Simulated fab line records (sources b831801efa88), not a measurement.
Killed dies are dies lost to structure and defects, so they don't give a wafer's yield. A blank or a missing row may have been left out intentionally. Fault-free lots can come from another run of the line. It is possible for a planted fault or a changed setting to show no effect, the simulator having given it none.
fab line records | flow sky130
record lots=11 wafers=33 last-day=49
route steps=708 shown VT_ADJUST_HVTP@95 VT_ADJUST_LVTN@118 GATE_OXIDE@188 RES_PROTECT@215
lots that met no fault: taken from a fault-free run of the same line
start-h: start of the lot's first displayed wafer, in hours after the record's first day | wait-h: time in hours since the lot's previous step | " repeats the value in the row above | L1.1+2: one row covering several wafers at once | - value missing, or start not given | * or withheld: withheld | < > ~ a bound
route shown NAME@n: NAME is a module with steps in the file, n the number in the route of the first one | usual: the fault-free wafers' mean and standard deviation | same: alike in all rows | chamber/n: place in a boat | sites: the reading at each site | _std_site: standard deviation across them | _edge_site: outer sites' mean less inner sites' | radius-mm: for every site, how far away it sits from the centre of the wafer | mask NAME#n: copy n | behind: the most recent tool/chamber to have shaped the wafer | hold: the reason the lot was held/the length of the hold in hours/how it ended | device: which transistor (n, p or np) failed to switch | end of line: at the end of the route, the tests of the same wafers | a step with no rows: only its recipe | killed: count of dies lost to structure and defects at first sort (not the wafer's yield) | map: dies across one wafer; x = killed, . = not, _ = none there
set.NAME: the setting as run; set.NAME@STEP: as run at that earlier step | model.NAME: the simulator's own value behind a step, which no gauge read
one table for each step of the route and one row for each wafer, over a sample of lots
services: a tool's chamber out of use, with start hour (start-h, from the record's first day; less than 0 if before it), hours out, and reason
## steps
# step SKY_VT_ADJUST_HVTP_STRIP_10
# recipe chemistry=O2/N2 power-w=1400 pressure-mtorr=1500 platen-temp-c=withheld o2-flow-sccm=3000 n2-flow-sccm=300 overash-fraction=0.5
# usual drypump-motor-current-A=5.5/0.31 oes-product-au=0.716/0.0041 strip-time-to-endpoint-s=14.20/0.037
# columns lot.wafer tool chamber start-h wait-h drypump-motor-current-A oes-product-au rf-hours-counter-h strip-time-to-endpoint-s
L647.1 plasma-asher-04 0 122.27 0.1 5.4 0.716 33 14.17
L647.2 " 1 " " 4.9 0.713 33 14.18
L647.5 " 1 " " 4.9 0.723 - 14.15
L648.2 plasma-asher-02 1 129.99 0.1 5.6 0.708 1 14.20
L648.3 " 1 " " 5.6 0.712 - 14.20
L648.5 " 1 " " 5.6 0.713 - 14.24
L649.2 plasma-asher-03 1 138.69 0.1 5.9 0.712 46 14.18
L649.4 " 1 " " 5.9 0.719 - 14.17
L649.6 " 0 " " 5.5 0.718 - 14.16
L651.2 plasma-asher-03 1 147.57 0.1 5.9 0.716 47 14.22
L651.4 " 0 " " 5.5 0.712 - 14.23
L651.6 " 0 " " 5.5 0.716 - 14.25
L652.2 plasma-asher-03 0 150.85 0.1 5.5 0.714 47 14.21
L652.4 " 0 " " 5.5 0.714 - 14.28
L652.5 " 0 " " 5.5 0.713 - 14.24
L653.2 plasma-asher-04 1 158.55 0.1 4.8 0.719 36 14.13
L653.3 " 0 " " 5.5 0.716 - 14.12
L653.4 " 1 " " 4.9 0.719 - 14.13
L654.1 plasma-asher-02 0 165.03 0.1 5.7 0.707 4 14.20
L654.3 " 1 " " 5.6 0.719 - 14.22
L654.4 " 0 " " 5.7 0.713 - 14.18
L657.1 plasma-asher-04 1 184.29 0.1 4.9 0.716 39 14.23
L657.3 " 1 " " 4.9 0.717 - 14.24
L657.5 " 1 " " 4.9 0.712 - 14.22
L658.1 plasma-asher-04 0 191.85 0.1 5.4 0.715 40 14.28
L658.4 " 0 " " 5.4 0.726 - 14.19
L658.5 " 0 " " 5.5 0.707 - 14.24
L662.2 plasma-asher-03 1 214.07 0.1 5.9 0.717 53 14.23
L662.4 " 1 " " 5.9 0.720 - 14.25
L662.6 " 1 " " 5.9 0.712 - 14.23
L666.2 plasma-asher-02 0 237.52 0.1 5.7 0.718 12 14.25
L666.3 " 1 " " 5.6 0.708 - 14.22
L666.4 " 0 " " 5.7 0.710 - 14.26
# step SKY_VT_ADJUST_LVTN_TW_MEAS_21
# usual VT_ADJUST_LVTN_2_TW=188.4/2
# columns lot.wafer tool chamber start-h wait-h VT_ADJUST_LVTN_2_TW
L647.1 film-metro-04 - 160.97 0.1 191.0
L647.2 " - " " 191.0
L647.5 " - " " 191.0
L648.2 film-metro-04 - 169.36 0.1 189.9
L648.3 " - " " 189.1
L648.5 " - " " 189.1
L649.2 film-metro-04 - 178.03 0.1 189.0
L649.4 " - " " 189.1
L649.6 " - " " 188.9
L651.2 film-metro-01 - 186.98 0.1 185.4
L651.4 " - " " 184.9
L651.6 " - " " 185.2
L652.2 film-metro-01 - 190.38 0.1 184.6
L652.4 " - " " 185.5
L652.5 " - " " 185.1
L653.2 film-metro-03 - 198.28 0.1 189.5
L653.3 " - " " 188.0
L653.4 " - " " 187.5
L654.1 film-metro-03 - 204.72 0.1 187.0
L654.3 " - " " 187.1
L654.4 " - " " 187.1
L657.1 film-metro-01 - 226.37 0.1 186.4
L657.3 " - " " 185.4
L657.5 " - " " 184.7
L658.1 film-metro-04 - 234.97 0.1 191.0
L658.4 " - " " 191.2
L658.5 " - " " 191.9
L662.2 film-metro-04 - 258.53 0.1 189.5
L662.4 " - " " 190.2
L662.6 " - " " 190.2
L666.2 film-metro-04 - 286.23 0.1 190.2
L666.3 " - " " 191.5
L666.4 " - " " 189.9
# step SKY_GATE_OXIDE_OXIDATION_01
# recipe temp-c=900 ambient=O2 stabilise-s=600 purge-s=300 target-thk-a=102.68 ox-time-s=1473
# usual spike-tc-bottom-C=916.2/2.7 spike-tc-centre-C=900.2/0.99 spike-tc-lower-C=900.7/1.1 spike-tc-top-C=909.0/2.5 spike-tc-upper-C=898.8/1.1 tube-center-temp-C=900.01/0.079 tube_center_temp_C_max=902.3/0.37 zone-power-bottom-pct=27.9/0.5 zone-power-upper-pct=15.5/0.94
# same purge-s=300 stabilise-s=600
# columns lot.wafer tool chamber start-h wait-h spike-tc-bottom-C spike-tc-centre-C spike-tc-lower-C spike-tc-top-C spike-tc-upper-C tube-center-temp-C tube_center_temp_C_max zone-power-bottom-pct zone-power-upper-pct
L647.1 furnace-01 0 273.30 0.0 914.4 898.7 900.6 909.9 898.7 900.17 903.0 27.6 14.8
L647.2 " 0 " " 913.8 902.3 900.9 908.7 899.0 900.08 902.3 27.3 14.7
L647.5 " 0 " " 915.8 901.0 902.5 909.8 900.3 899.88 901.9 27.1 14.8
L648.2 furnace-01 0 284.84 0.0 914.7 901.9 902.1 909.8 899.9 899.87 902.2 28.1 14.8
L648.3 " 0 " " 914.2 899.9 899.5 909.9 900.0 900.1 902.5 28.0 14.5
L648.5 " 0 " " 914.9 900.4 899.5 911.6 899.8 899.96 902.2 27.6 14.8
L649.2 furnace-01 0 293.54 0.7 912.0 902.9 900.0 911.3 898.6 900 902.2 27.6 15.0
L649.4 " 0 " " 912.1 899.8 901.6 910.5 897.4 900.05 902.7 27.7 14.8
L649.6 " 0 " " 913.6 900.1 903.4 909.4 901.0 900.1 902.5 27.8 14.6
L652.2 furnace-01 0 309.09 0.0 915.3 901.0 902.1 912.1 898.6 900.14 902.8 27.6 14.7
L652.4 " 0 " " 915.3 901.2 902.1 911.0 899.1 900.01 902.8 27.8 14.9
L652.5 " 0 " " 914.6 900.2 901.4 911.8 898.8 900.19 902.5 28.0 14.6
L651.2 furnace-02 0 310.79 1.2 921.4 900.1 901.3 905.9 897.4 899.9 902.3 28.1 16.8
L651.4 " 0 " " 917.7 897.5 898.9 906.4 898.4 900.16 903.0 28.5 16.7
L651.6 " 0 " " 919.5 899.9 900.3 907.7 896.9 900.01 902.7 28.5 16.5
L653.2 furnace-01 0 325.84 2.1 912.8 902.4 899.6 911.8 899.4 899.97 902.1 27.8 14.8
L653.3 " 0 " " 916.0 900.3 900.7 910.1 899.6 900.02 902.1 27.8 14.9
L653.4 " 0 " " 914.7 899.7 901.0 908.5 899.8 899.89 901.8 27.9 14.9
L654.1 furnace-01 0 336.09 0.0 913.5 899.1 900.1 911.7 898.5 900 902.6 27.7 14.9
L654.3 " 0 " " 915.4 900.8 901.8 911.5 898.7 900.14 902.3 28.4 14.6
L654.4 " 0 " " 915.1 902.6 900.2 912.5 899.5 899.98 902.1 27.3 14.8
L657.1 furnace-02 0 356.45 0.2 919.1 898.5 900.4 905.7 898.2 900.05 902.3 28.8 16.7
L657.3 " 0 " " 919.4 900.9 898.7 905.7 897.0 900.07 902.4 28.2 16.7
L657.5 " 0 " " 919.3 900.2 900.7 905.3 896.5 900.15 902.2 28.4 16.5
L658.1 furnace-02 0 367.99 0.9 919.2 901.3 899.0 907.0 897.9 899.92 902.3 28.8 16.7
L658.4 " 0 " " 919.4 902.5 900.2 905.5 896.7 900.18 902.3 28.4 16.8
L658.5 " 0 " " 918.1 901.4 898.2 906.6 897.7 900.03 902.6 28.5 16.6
L662.2 furnace-01 0 396.76 0.3 888.5 875.4 875.8 885.3 875.1 875.09 877.6 26.0 14.0
L662.4 " 0 " " 890.0 874.5 875.3 886.2 873.4 875.11 877.5 26.1 14.0
L662.6 " 0 " " 889.6 875.4 877.8 888.8 872.4 875.04 877.4 26.0 13.9
L666.2 furnace-01 0 429.15 0.0 890.2 876.3 876.7 886.3 873.8 875.16 877.6 26.2 13.7
L666.3 " 0 " " 890.0 876.5 877.2 885.8 874.3 875.1 877.0 25.9 13.9
L666.4 " 0 " " 889.6 875.5 876.2 887.3 874.1 875.13 878.1 26.1 13.8
# step SKY_GATE_OXIDE_THK_MEAS_02
# recipe reads=SiO2_of_GATE_OXIDE_OXIDATION_01
# usual GATE_OXIDE_OXIDATION_00_THK=10.30/0.17
# columns lot.wafer tool chamber start-h wait-h hold GATE_OXIDE_OXIDATION_00_THK[nm]
L647.1 film-metro-01 - 274.71 0.0 - 10.22
L647.2 " - " " - 9.91
L647.5 " - " " - 10.00
L648.2 film-metro-02 - 286.25 0.0 - 10.29
L648.3 " - " " - 10.50
L648.5 " - " " - 10.34
L649.2 film-metro-02 - 294.96 0.0 - 10.38
L649.4 " - " " - 10.30
L649.6 " - " " - 10.42
L652.2 film-metro-02 - 310.51 0.0 - 10.44
L652.4 " - " " - 10.49
L652.5 " - " " - 10.64
L651.2 film-metro-01 - 312.21 0.0 - 10.31
L651.4 " - " " - 10.45
L651.6 " - " " - 10.40
L653.2 film-metro-04 - 327.26 0.0 - 10.45
L653.3 " - " " - 10.39
L653.4 " - " " - 10.41
L654.1 film-metro-04 - 337.49 0.0 - 10.26
L654.3 " - " " - 10.14
L654.4 " - " " - 10.27
L657.1 film-metro-01 - 357.85 0.0 - 10.22
L657.3 " - " " - 10.17
L657.5 " - " " - 10.24
L658.1 film-metro-02 - 369.40 0.0 - 10.48
L658.4 " - " " - 10.27
L658.5 " - " " - 10.17
L662.2 film-metro-01 - 398.18 0.0 await-dispo/0.2h/release 7.92
L662.4 " - " " await-dispo/0.2h/release 7.77
L662.6 " - " " await-dispo/0.2h/release 7.86
L662.2 film-metro-01 - 398.51 0.3 - 7.90
L662.4 " - " " - 7.84
L662.6 " - " " - 7.86
L666.2 film-metro-01 - 430.57 0.0 await-dispo/0.2h/release 7.62
L666.3 " - " " await-dispo/0.2h/release 7.81
L666.4 " - " " await-dispo/0.2h/release 7.50
L666.2 film-metro-01 - 430.80 0.2 - 7.67
L666.3 " - " " - 7.84
L666.4 " - " " - 7.57
# step SKY_RES_PROTECT_TW_MEAS_08
# usual POLY_GATE_TW=4036/64
# columns lot.wafer tool chamber start-h wait-h POLY_GATE_TW
L647.1 film-metro-03 - 328.89 0.1 4074
L647.2 " - " " 4077
L647.5 " - " " 4078
L648.2 film-metro-03 - 341.79 0.1 4028
L648.3 " - " " 3999
L648.5 " - " " 4029
L649.2 film-metro-01 - 352.48 0.1 3985
L649.4 " - " " 3977
L649.6 " - " " 3975
L652.2 film-metro-03 - 368.14 0.1 4014
L652.4 " - " " 4025
L652.5 " - " " 4040
L651.2 film-metro-04 - 372.14 0.1 4141
L651.4 " - " " 4120
L651.6 " - " " 4140
L653.2 film-metro-03 - 385.85 0.1 4000
L653.3 " - " " 4027
L653.4 " - " " 4050
L654.1 film-metro-04 - 397.09 0.1 4134
L654.3 " - " " 4133
L654.4 " - " " 4105
L657.1 film-metro-03 - 419.69 0.1 4045
L657.3 " - " " 4058
L657.5 " - " " 4065
L658.1 film-metro-01 - 432.34 0.1 4014
L658.4 " - " " 3983
L658.5 " - " " 3963
L662.2 film-metro-01 - 461.69 0.1 3939
L662.4 " - " " 3940
L662.6 " - " " 3979
L666.2 film-metro-04 - 494.59 0.1 4089
L666.3 " - " " 4089
L666.4 " - " " 4112
## services
# columns tool chamber start-h hours kind
plasma-asher-02 - 108.75 9.0 pm
plasma-asher-02 0 108.75 9.0 vent-cycle
plasma-asher-02 1 108.75 9.0 vent-cycle
furnace-01 - 108.86 3.8 pm
plasma-asher-02 0 117.75 - clean
plasma-asher-02 1 117.75 - clean
furnace-02 - 151.45 4.2 pm
furnace-01 - 160.28 40.9 repair
plasma-asher-04 - 163.93 0.7 repair
furnace-02 - 202.28 4.4 pm
furnace-02 - 216.11 13.6 pm
furnace-01 - 253.32 4.2 pm
plasma-asher-04 - 263.05 0.7 repair
furnace-01 - 283.35 1.2 repair
plasma-asher-03 - 313.40 1.9 repair
plasma-asher-02 - 376.84 2.1 repair
plasma-asher-03 - 421.25 9.0 pm
plasma-asher-03 0 421.25 9.0 vent-cycle
plasma-asher-03 1 421.25 9.0 vent-cycle
plasma-asher-03 - 427.01 0.8 repair
## key
first-sign step=SKY_GATE_OXIDE_OXIDATION_01 reading=tube-center-temp-C direction=down sigmas=99+ usual=* struck=*
effect step=SKY_GATE_OXIDE_OXIDATION_01 reading=tube_center_temp_C_max direction=down sigmas=68 usual=* struck=*
effect step=SKY_GATE_OXIDE_THK_MEAS_02 reading=visit direction=added
effect step=SKY_GATE_OXIDE_THK_MEAS_02 reading=GATE_OXIDE_OXIDATION_00_THK direction=down sigmas=15 usual=10.30 struck=7.74
met-at SKY_GATE_OXIDE_OXIDATION_01
struck-lots L662,L666
tester-left-out L662,L666
not-acting-at SKY_VT_ADJUST_HVTP_STRIP_10,SKY_VT_ADJUST_LVTN_TW_MEAS_21,SKY_RES_PROTECT_TW_MEAS_08
onset-between 336.09 396.76
fault kind=process-parameter-drift tool=furnace-01 chamber=- onset-h=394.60 steps=SKY_GATE_OXIDE_OXIDATION_01 channel=temp-c offset=* shape=step end-h=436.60 acts-in=* stated=*
# tester-left-out: of these lots the tester's yield and bins aren't shown, on N5 and GAA mostly nor the transistor test; their killed dies are dies lost to structure and defects alone, not to doping, threshold or leakage, so they don't give the yield
